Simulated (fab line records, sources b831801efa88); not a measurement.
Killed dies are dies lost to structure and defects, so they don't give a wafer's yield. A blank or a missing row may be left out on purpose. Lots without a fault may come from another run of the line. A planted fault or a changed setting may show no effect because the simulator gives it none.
Chamber matching | flow gf180mcu | GF_V4_CMP_26 on cmp-02: 4 sister chambers
The step polishes, stops on SiO2, t overpolish 15 s, target thk 0 nm. 14 wafers are shown with their chamber, then 7 later ones without.

WAFERS WITH THEIR CHAMBER
wafer  | chamber | motor_current_A (A) | time_to_endpoint_s (s) | overpolish_run_s (s)
L858.3 | 3       | 12.1                | 81                     | 15.005
L858.4 | 0       | 11.9                | 88                     | 15.009
L858.5 | 3       | 11.1                | 80                     | 14.997
L859.2 | 1       | 13.1                | 83                     | 14.997
L859.3 | 2       | 9.8                 | 88                     | 14.987
L859.4 | 3       | 11.5                | 85                     | 15.002
L860.2 | 2       | 9.3                 | 89                     | 14.994
L860.4 | 1       | 12.7                | 88                     | 15.021
L860.6 | 1       | 13.1                | 87                     | 15.001
L862.2 | 3       | 12.2                | 88                     | 14.999
L862.4 | 1       | 12.7                | 90                     | 14.999
L862.5 | 1       | 12.7                | 80                     | 15.003
L863.1 | 1       | 12.8                | 82                     | 14.995
L863.4 | 2       | 10.1                | 84                     | 15.014

SIGNATURES (means of the wafers above)
reading            | chamber 0 | chamber 1 | chamber 2 | chamber 3 | scatter within a chamber
motor_current_A    | 11.900    | 12.850    | 9.733     | 11.725    | 0.365
time_to_endpoint_s | 88.00     | 85.00     | 87.00     | 83.50     | 3.62
overpolish_run_s   | 15.00900  | 15.00267  | 14.99833  | 15.00075  | 0.00934
Rule: a wafer's distance from a chamber is the root of the sum, over the readings, of the square of ((its reading less the chamber's mean) divided by the reading's scatter). The wafer belongs to the nearest chamber; if the next one is less than 2 further off, it can't be placed. The scatter: the root of (the sum of the squares of (reading less its chamber's mean) over the shown wafers, divided by (wafers less chambers)).

WAFERS WITHOUT THEIR CHAMBER
wafer  | motor_current_A (A) | time_to_endpoint_s (s) | overpolish_run_s (s)
L863.6 | 12.1                | 83                     | 15.002
L869.2 | 12.4                | 84                     | 15.004
L869.3 | 11.4                | 86                     | 15.002
L869.5 | 11.8                | 81                     | 14.998
L875.4 | 10.1                | 90                     | 14.991
L875.5 | 10.4                | 90                     | 15.016
L875.6 | 11.3                | 87                     | 15.001

WHICH CHAMBER EACH WENT THROUGH
wafer  | from the rows above          | in truth
L863.6 | can't be placed: 3 or 0 or 1 | 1
L869.2 | can't be placed: 1 or 0 or 3 | 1
L869.3 | can't be placed: 3 or 0      | 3
L869.5 | can't be placed: 3 or 0      | 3
L875.4 | 2                            | 2
L875.5 | can't be placed: 2 or 0 or 3 | 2
L875.6 | can't be placed: 3 or 0      | 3
Placed correctly: 1 of 7. Can't be placed from these rows: 6 (the true chamber is among the candidates in 6). Placed wrongly: 0.
